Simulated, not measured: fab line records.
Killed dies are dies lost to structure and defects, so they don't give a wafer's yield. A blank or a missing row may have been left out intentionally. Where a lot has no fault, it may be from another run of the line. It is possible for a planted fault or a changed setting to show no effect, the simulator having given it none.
The tool behind it: which one?	flow gf180mcu	Sampling: 24 lots, 72 wafers, 4 of 602 route steps

## WHAT EACH GAUGE READ, for each wafer
GF_M1_THK_MEAS_06: measures by xrf.
lot	measured	on	M1_ALCU_THK (nm)
L074	day 16 07:16	filmMetro-04	449 446 439
L075	day 16 17:24	filmMetro-01	443 441 442
L076	day 17 05:31	filmMetro-03	431 426 430
L077	day 17 14:26	filmMetro-01	440 443 442
L078	day 17 19:31	filmMetro-04	444 435 442
L079	day 18 12:05	filmMetro-03	454 446 441
L080	day 18 17:25	filmMetro-03	436 444 437
L081	day 19 00:05	filmMetro-03	441 438 433
L082	day 19 05:09	filmMetro-01	440 441 442
L083	day 19 20:57	filmMetro-04	434 444 436
L084	day 20 01:19	filmMetro-01	429 434 438
L085	day 20 10:59	filmMetro-03	433 435 431
L086	day 20 16:27	filmMetro-03	444 437 435
L087	day 21 01:12	filmMetro-03	447 445 441
L088	day 21 10:45	filmMetro-04	437 430 437
L089	day 21 20:22	filmMetro-04	435 437 437
L090	day 22 04:35	filmMetro-04	439 445 437
L091	day 22 14:20	filmMetro-03	437 430 439
L092	day 22 22:13	filmMetro-03	433 434 433
L093	day 23 05:56	filmMetro-04	439 431 434
L094	day 23 12:07	filmMetro-04	429 423 430
L095	day 23 19:20	filmMetro-04	445 439 440
L096	day 24 05:32	filmMetro-01	435 436 432
L097	day 24 14:04	filmMetro-04	450 441 451

GF_M2_CD_MEAS_14: the cd target is 280 nm.
lot	measured	on	cdNm (nm)
L074	day 19 08:52	cdSem-01	279.3 281.2 278.9
L075	day 19 18:29	cdSem-01	279.0 279.6 279.2
L076	day 20 08:49	cdSem-02	280.4 280.3 280.7
L077	day 20 18:32	cdSem-02	279.2 281.7 280.2
L078	day 20 22:44	cdSem-01	282.3 282.2 282.2
L079	day 21 19:58	cdSem-01	281.7 279.9 281.6
L080	day 21 21:05	cdSem-01	280.1 280.4 280.3
L081	day 22 03:56	cdSem-01	280.1 281.1 281.8
L082	day 22 08:04	cdSem-02	280.3 279.8 280.5
L083	day 22 23:20	cdSem-01	280.3 281.2 280.7
L084	day 23 04:29	cdSem-02	281.8 280.7 281.1
L085	day 23 13:37	cdSem-01	280.9 280.6 281.6
L086	day 23 16:39	cdSem-01	281.0 281.2 281.7
L087	day 24 00:52	cdSem-02	281.0 280.2 281.7
L088	day 24 10:50	cdSem-02	279.0 276.8 277.4
L089	day 24 19:55	cdSem-01	279.8 280.2 280.4
L090	day 25 03:03	cdSem-02	279.6 279.6 280.3
L091	day 25 11:30	cdSem-02	281.5 281.2 281.8
L092	day 25 20:31	cdSem-01	280.6 279.1 279.8
L093	day 26 02:19	cdSem-01	280.6 281.4 280.7
L094	day 26 08:34	cdSem-02	278.7 279.1 279.7
L095	day 26 15:55	cdSem-02	279.2 279.5 279.4
L096	day 27 00:42	cdSem-02	279.6 279.2 280.0
L097	day 27 07:29	cdSem-01	280.9 280.3 279.9

## WHAT TOOL EACH LOT RAN ON (gives the tool, then ch and the chambers of the sampled wafers, and finally the start)
lot	GF_V1_CVD_23	GF_M2_SPUTTER_04
L074	cvdW-02 ch 0,1, day 18 07:45	pvdSputter-03, day 18 08:32
L075	cvdW-02 ch 0,1, day 18 17:46	pvdSputter-03, day 18 18:32
L076	cvdW-02 ch 0,1, day 19 07:09	pvdSputter-03, day 19 07:55
L077	cvdW-02 ch 0,1, day 19 17:29	pvdSputter-03, day 19 18:16
L078	cvdW-02 ch 0,1, day 19 21:59	pvdSputter-04, day 19 22:43
L079	cvdW-02 ch 0,1, day 20 15:01	pvdSputter-03, day 20 20:07
L080	cvdW-01 ch 0,1, day 20 20:06	pvdSputter-03, day 20 20:52
L081	cvdW-02 ch 0,1, day 21 03:22	pvdSputter-02, day 21 04:09
L082	cvdW-02 ch 0,1, day 21 07:45	pvdSputter-02, day 21 08:29
L083	cvdW-02 ch 1, day 21 23:23	pvdSputter-03, day 22 00:10
L084	cvdW-01 ch 0,1, day 22 04:12	pvdSputter-04, day 22 04:56
L085	cvdW-02 ch 0,1, day 22 13:42	pvdSputter-02, day 22 14:28
L086	cvdW-02 ch 0,1, day 22 17:16	pvdSputter-02, day 22 18:02
L087	cvdW-02 ch 0,1, day 23 02:03	pvdSputter-03, day 23 02:50
L088	cvdW-01 ch 0,1, day 23 11:22	pvdSputter-02, day 23 12:09
L089	cvdW-02 ch 0,1, day 23 21:04	pvdSputter-03, day 23 21:50
L090	cvdW-01 ch 1, day 24 04:26	pvdSputter-02, day 24 05:14
L091	cvdW-02 ch 0,1, day 24 13:28	pvdSputter-04, day 24 14:14
L092	cvdW-02 ch 0,1, day 24 21:59	pvdSputter-03, day 24 22:47
L093	cvdW-01 ch 0,1, day 25 04:30	pvdSputter-02, day 25 05:16
L094	cvdW-02 ch 0, day 25 10:34	pvdSputter-04, day 25 11:20
L095	cvdW-02 ch 1, day 25 17:46	pvdSputter-02, day 25 18:32
L096	cvdW-02 ch 0,1, day 26 02:59	pvdSputter-04, day 26 03:45
L097	cvdW-02 ch 0,1, day 26 10:23	pvdSputter-04, day 26 11:08
- GF_V1_CVD_23: deposits W, target thk 350 nm, time 105.05 s.
- GF_M2_SPUTTER_04: material TiN, target thk 50 nm, time 41.7 s.

## WHAT THE TOOLS THEMSELVES READ (means of the sampled wafers that have a number; where no wafer has one, the mark that the record gives instead)
GF_V1_CVD_23.
lot	tool	heaterPowerW (W)
L074	cvdW-02	902
L075	cvdW-02	861
L076	cvdW-02	873
L077	cvdW-02	879
L078	cvdW-02	898
L079	cvdW-02	904
L080	cvdW-01	903
L081	cvdW-02	872
L082	cvdW-02	912
L083	cvdW-02	844
L084	cvdW-01	887
L085	cvdW-02	913
L086	cvdW-02	880
L087	cvdW-02	870
L088	cvdW-01	899
L089	cvdW-02	888
L090	cvdW-01	857
L091	cvdW-02	916
L092	cvdW-02	908
L093	cvdW-01	899
L094	cvdW-02	949
L095	cvdW-02	844
L096	cvdW-02	878
L097	cvdW-02	912

GF_M2_SPUTTER_04.
lot	tool	throttleValvePct (%)
L074	pvdSputter-03	29.9
L075	pvdSputter-03	29.6
L076	pvdSputter-03	29.8
L077	pvdSputter-03	29.5
L078	pvdSputter-04	29.4
L079	pvdSputter-03	30.0
L080	pvdSputter-03	30.1
L081	pvdSputter-02	30.9
L082	pvdSputter-02	31.3
L083	pvdSputter-03	29.8
L084	pvdSputter-04	29.5
L085	pvdSputter-02	30.8
L086	pvdSputter-02	29.5
L087	pvdSputter-03	30.1
L088	pvdSputter-02	31.1
L089	pvdSputter-03	29.8
L090	pvdSputter-02	30.4
L091	pvdSputter-04	29.4
L092	pvdSputter-03	30.4
L093	pvdSputter-02	31.0
L094	pvdSputter-04	29.7
L095	pvdSputter-02	30.8
L096	pvdSputter-04	29.0
L097	pvdSputter-04	29.8

## THE ANSWER, worked out from the rows above alone
Rule: usual is defined by the lots themselves. The widest of any qualifying gaps counts: lots, ordered by their means at a reading, are off when they make up no more than a third of the lots, leave a main group of 4 or more, and stand apart from it by 3 or more times the standard deviation of that group's means. Not used: any main group whose means are identical at the precision the tables above print for the reading. A lot without any number at a reading at which 4 lots or more have one is off too. Where the step has rows for the other lots, those lots are counted as sound. Order of review: gauges by route order, followed by the tools' own readings, for which a lot's mean as printed above is used. The first step at which some lot is off is used, and at that step the reading that is off furthest; a lot without a number counts as furthest.
None of the lots is off at any reading shown; this tells nothing.

## WHAT HAD BEEN PUT IN BY THE SIMULATOR
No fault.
